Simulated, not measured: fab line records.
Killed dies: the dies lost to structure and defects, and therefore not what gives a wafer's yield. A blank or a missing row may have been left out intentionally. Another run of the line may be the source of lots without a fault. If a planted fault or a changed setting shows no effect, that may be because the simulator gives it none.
Which tool did it?    flow gf180mcu    10 lots, 30 wafers sampled, at 6 steps of a route of 602

== WHAT THE GAUGES SHOWED, per wafer ==
GF_V5_BOW_MEAS_05.
lot   measured      on             V5_BOW (um)
L922  day 27 00:58  film metro-02  127 130 124
L926  day 28 08:13  film metro-04  149 137 133
L930  day 29 12:19  film metro-04  119 114 136
L931  day 30 02:02  film metro-04  122 129 122
L936  day 31 04:14  film metro-01  126 129 120
L937  day 31 08:59  film metro-02  131 155 149
L938  day 31 18:16  film metro-02  127 139 130
L940  day 32 08:58  film metro-01  118 126 110
L942  day 32 11:46  film metro-02  133 132 137
L943  day 32 21:45  film metro-01  115 129 126

GF_TOP_METAL_RS_MEAS_05: measures by four-point-probe.
lot   measured      on             TOP_METAL_ALCU_RS (ohm/sq)
L922  day 27 23:15  film metro-02  0.0336 0.0332 0.0336
L926  day 29 04:34  film metro-02  0.0330 0.0327 0.0324
L930  day 30 08:15  film metro-02  0.0550 0.0333 0.0549
L931  day 30 22:23  film metro-02  0.0331 0.0327 0.0549
L936  day 31 23:42  film metro-01  0.0330 0.0332 0.0331
L937  day 32 03:32  film metro-03  0.0330 0.0327 0.0325
L938  day 32 12:28  film metro-02  0.0326 0.0326 0.0328
L940  day 33 02:34  film metro-02  0.0330 0.0329 0.0325
L942  day 33 05:28  film metro-03  0.0322 0.0320 0.0323
L943  day 33 15:20  film metro-01  0.0331 0.0331 0.0324

GF_TOP_METAL_THK_MEAS_06: measures by xrf.
lot   measured      on             TOP_METAL_ALCU_THK (nm)
L922  day 27 23:22  film metro-02  861 870 862
L926  day 29 04:41  film metro-02  877 884 892
L930  day 30 08:22  film metro-02  528 871 532
L931  day 30 22:30  film metro-02  872 883 531
L936  day 31 23:49  film metro-01  876 868 874
L937  day 32 03:38  film metro-03  881 889 893
L938  day 32 12:35  film metro-02  881 884 878
L940  day 33 02:40  film metro-02  880 884 891
L942  day 33 05:34  film metro-03  907 906 906
L943  day 33 15:26  film metro-01  880 878 895

GF_TOP_METAL_CD_MEAS_14: target cd 440 nm.
lot   measured      on         cd nm (nm)
L922  day 28 17:23  cd sem-02  438.5 436.1 438.1
L926  day 29 22:50  cd sem-01  439.7 440.1 440.0
L930  day 31 02:19  cd sem-01  438.5 439.1 441.4
L931  day 31 16:01  cd sem-02  439.3 439.3 436.4
L936  day 32 16:12  cd sem-01  436.0 435.6 435.7
L937  day 32 20:01  cd sem-02  441.0 442.6 440.9
L938  day 33 04:09  cd sem-02  443.4 443.6 442.0
L940  day 33 18:22  cd sem-02  439.9 437.6 438.0
L942  day 33 20:53  cd sem-02  438.9 435.8 438.9
L943  day 34 06:03  cd sem-02  440.7 439.8 441.5

== WHAT TOOL EACH LOT RAN ON (gives the tool, then ch and the chambers of the sampled wafers, and finally the start) ==
lot   GF_V5_CMP_26                   GF_TOP_METAL_SPUTTER_02
L922  cmp-01 ch 0,1,2, day 27 22:46  pvd sputter-02, day 27 23:08
L926  cmp-02 ch 1,2,3, day 29 04:08  pvd sputter-02, day 29 04:28
L930  cmp-01 ch 2,3, day 30 07:44    pvd sputter-02, day 30 08:10
L931  cmp-01 ch 0,1,3, day 30 21:55  pvd sputter-02, day 30 22:17
L936  cmp-01 ch 2,3, day 31 23:10    pvd sputter-04, day 31 23:35
L937  cmp-01 ch 1,3, day 32 03:02    pvd sputter-04, day 32 03:25
L938  cmp-01 ch 2,3, day 32 11:59    pvd sputter-04, day 32 12:22
L940  cmp-01 ch 0,1,2, day 33 02:03  pvd sputter-01, day 33 02:26
L942  cmp-02 ch 1,2,3, day 33 05:01  pvd sputter-04, day 33 05:21
L943  cmp-02 ch 1,3, day 33 14:50    pvd sputter-04, day 33 15:13
- GF_V5_CMP_26: polishes, stops on SiO2, t overpolish 15 s, target thk 0 nm.
- GF_TOP_METAL_SPUTTER_02: material AlCu, target thk 900 nm, time 47.82 s.

== AS READ BY THE TOOLS THEMSELVES (means over the sampled wafers that have a number; for cases with no such wafer, the mark the record gives instead) ==
GF_V5_CMP_26.
lot   tool    motor current A (A)  overpolish run s (s)  retaining ring pressure frac  slurry flow ml min  time to endpoint s (s)
L922  cmp-01  10.4                 15.006                0.994                         150.4               85
L926  cmp-02  12.2                 15.002                0.998                         150.0               81
L930  cmp-01  10.7                 15.002                1.002                         149.6               87
L931  cmp-01  10.7                 14.991                1.000                         149.7               85
L936  cmp-01  11.5                 15.003                1.001                         150.1               87
L937  cmp-01  11.1                 15.003                0.999                         150.2               85
L938  cmp-01  11.2                 15.004                1.002                         150.0               82
L940  cmp-01  10.5                 15.001                1.002                         150.2               84
L942  cmp-02  12.2                 15.000                0.999                         150.0               80
L943  cmp-02  13.5                 15.000                1.002                         150.5               85

GF_TOP_METAL_SPUTTER_02.
lot   tool            throttle valve pct (%)
L922  pvd sputter-02  28.8
L926  pvd sputter-02  28.6
L930  pvd sputter-02  29.4
L931  pvd sputter-02  29.3
L936  pvd sputter-04  30.1
L937  pvd sputter-04  30.5
L938  pvd sputter-04  30.3
L940  pvd sputter-01  29.2
L942  pvd sputter-04  30.1
L943  pvd sputter-04  29.3

== THE ANSWER, worked out from the rows above alone ==
Rule: usual is defined by the lots themselves. Put in order of their means at a reading, lots are off if they are a third of the lots or fewer, leave a main group of 4 or more, and stand apart from it by a gap of 3 or more times the standard deviation of the main group's means; of several such gaps the widest counts. A main group is skipped when, at the precision printed for the reading in the tables above, its means are all equal. A lot without any number at a reading at which 4 lots or more have one is off too. All remaining lots with rows at the step are treated as sound. The gauges are gone through in route order, then the tools' own readings, and for those a lot's mean is taken as printed above. At the first step where some lot is off, the reading lying furthest off is the one used; lots without a number count as furthest.
Off: at GF_TOP_METAL_RS_MEAS_05 (TOP_METAL_ALCU_RS), L930, L931. For the main group the mean is 0.0328 ohm/sq and the standard deviation 0.00035.
A tool fits if, at a process step before that reading, it ran every lot that is off, and no sound lot after the first of them. Gauges at GF_TOP_METAL_RS_MEAS_05: tried the same way as those tools. One candidate fits, namely pvd sputter-02 at GF_TOP_METAL_SPUTTER_02. A fault onset in the window from L926 (day 29 04:28, its last sound lot) to L930 (day 30 08:10, its first lot off) fits.

== WHAT THE SIMULATOR PUT IN ==
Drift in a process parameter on pvd sputter-02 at GF_TOP_METAL_SPUTTER_02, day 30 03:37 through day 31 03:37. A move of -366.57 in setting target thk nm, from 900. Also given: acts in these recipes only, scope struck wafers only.
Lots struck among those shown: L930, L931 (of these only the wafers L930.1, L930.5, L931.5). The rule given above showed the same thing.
